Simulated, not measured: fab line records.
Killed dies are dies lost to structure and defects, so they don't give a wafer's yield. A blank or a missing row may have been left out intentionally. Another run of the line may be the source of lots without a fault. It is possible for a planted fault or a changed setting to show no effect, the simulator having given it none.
Comparing a struck lot with a sound one ; flow sky130 ; 15 out of 708 route steps
Sound: these wafers, L812.1, L812.4, L812.6. The struck wafers were L807.1, L807.3, L807.5. The cause is given at the end.
Each step with rows lists, per side, the tool, then ch with its chambers, then its first start. Under that, the readings that differ: sound wafers ; struck wafers ; difference of the means ; sigmas: that difference in standard deviations of wafers without a fault.
alike: same words and numbers on both sides, and readings whose means sit less than 2 such deviations apart. not compared: any withheld reading, any reading some wafer has no value for, any bound like >300 that may hide the same value, and any number with overlapping values for which the record gives no deviation.
The two part at a step that has a row with sigmas, a row that says differs or no value, or rows on one side only. When numbers do not overlap yet have no deviation, they are printed without sigmas and do not part them. A reading that every wafer of one side lacks parts them only if that side has two wafers or more.

SKY_CONTACT_STRIP_19: strips in O2/N2.
  sound on plasma-asher-02 ch 0,1, day 37 16:53; struck on plasma-asher-03 ch 0,1, day 35 11:17
  alike: chamber-pressure-mTorr, drypump-motor-current-A, n2-flow-sccm, oes-product-au, strip-time-to-endpoint-s
  not compared: rf-hours-counter-h
then, 3 steps without rows for these wafers: SKY_CONTACT_STRIP_20 (strips in post etch residue remover, time 1200 s); SKY_CONTACT_CLEAN_21 (cleans in IPA, time 180 s); SKY_CONTACT_CLEAN_22 (cleans in O3/DIW).
SKY_CONTACT_SPUTTER_23: material TiN, target thk 20 nm, time 80 s.
  sound on pvd-sputter-04, day 37 17:32; struck on pvd-sputter-03, day 35 11:53
  alike: chamber-pressure-pa, throttle-valve-pct
SKY_CONTACT_CVD_24: deposits W, target thk 340 nm, time 102.12 s.
  sound on cvd-w-01 ch 0, day 37 17:36; struck on cvd-w-01 ch 0,1, day 35 11:56
  alike: heater-power-w
  not compared: since-wet-clean-h
SKY_CONTACT_RS_MEAS_25: a four-point-probe measurement.
  sound on film-metro-03, day 37 17:43; struck on film-metro-03, day 35 12:03
  alike: CONTACT_W_RS
SKY_CONTACT_THK_MEAS_26: measures by xrf.
  sound on film-metro-03, day 37 17:50; struck on film-metro-03, day 35 12:10
reading;sound;struck;difference;sigmas
CONTACT_W_THK (nm);325 329 326;332 338 343;+11;+2
then, 2 steps without rows for these wafers: SKY_CONTACT_CMP_27 (polishes, stops on SiO2, t overpolish 15 s, target thk 0 nm); SKY_METAL1_SPUTTER_00 (material Ti, target thk 15 nm, time 10 s).
SKY_METAL1_SPUTTER_01: material TiN, target thk 20 nm, time 16.7 s.
  sound on pvd-sputter-01, day 37 18:13; struck on pvd-sputter-02, day 35 12:33
  alike: chamber-pressure-pa, throttle-valve-pct
SKY_METAL1_SPUTTER_02: material AlCu, target thk 250 nm, time 13.3 s.
  sound on pvd-sputter-01, day 37 18:14; struck on pvd-sputter-02, day 35 12:35
  alike: chamber-pressure-pa, throttle-valve-pct
SKY_METAL1_SPUTTER_03: material Ti, target thk 5 nm, time 3.3 s.
  sound on pvd-sputter-01, day 37 18:16; struck on pvd-sputter-02, day 35 12:36
reading;sound;struck;difference;sigmas
chamber-pressure-pa (Pa);0.4005 0.4001 0.3987;0.4333 0.4356 0.4348;+0.0348;+41
  alike: throttle-valve-pct
then, 1 step without rows for these wafers: SKY_METAL1_SPUTTER_04 (material TiN, target thk 70 nm, time 58.3 s).
-- the record jumps here: 13 days lie between the struck wafers' starts before and after (it left off in module METAL1 and takes up again in module PAD_OPEN, whose first step shown is number 708 of the route) --
SKY_PAD_OPEN_PROBE_99:
  sound on prober-02, day 50 06:31; struck on prober-02, day 48 16:01
reading;sound;struck;difference;sigmas
killed-at-front-end;25 18 17;6 16 12;-9;-2
  alike: defect-limited-yield, killed_at_M0_to_M3, killed_at_M4_up, killed-at-contacts, killed-at-other, killed-dies, killed-open, killed-short, sort_bin_3_pad_short, sort_bin_5_function, sort_bin_6_memory, sort-n-pass, sort-yield-pct

== WHERE THEY PART ==
At SKY_CONTACT_THK_MEAS_26 first; at SKY_PAD_OPEN_PROBE_99 last (within this record only).

WHY: what the simulator had put in
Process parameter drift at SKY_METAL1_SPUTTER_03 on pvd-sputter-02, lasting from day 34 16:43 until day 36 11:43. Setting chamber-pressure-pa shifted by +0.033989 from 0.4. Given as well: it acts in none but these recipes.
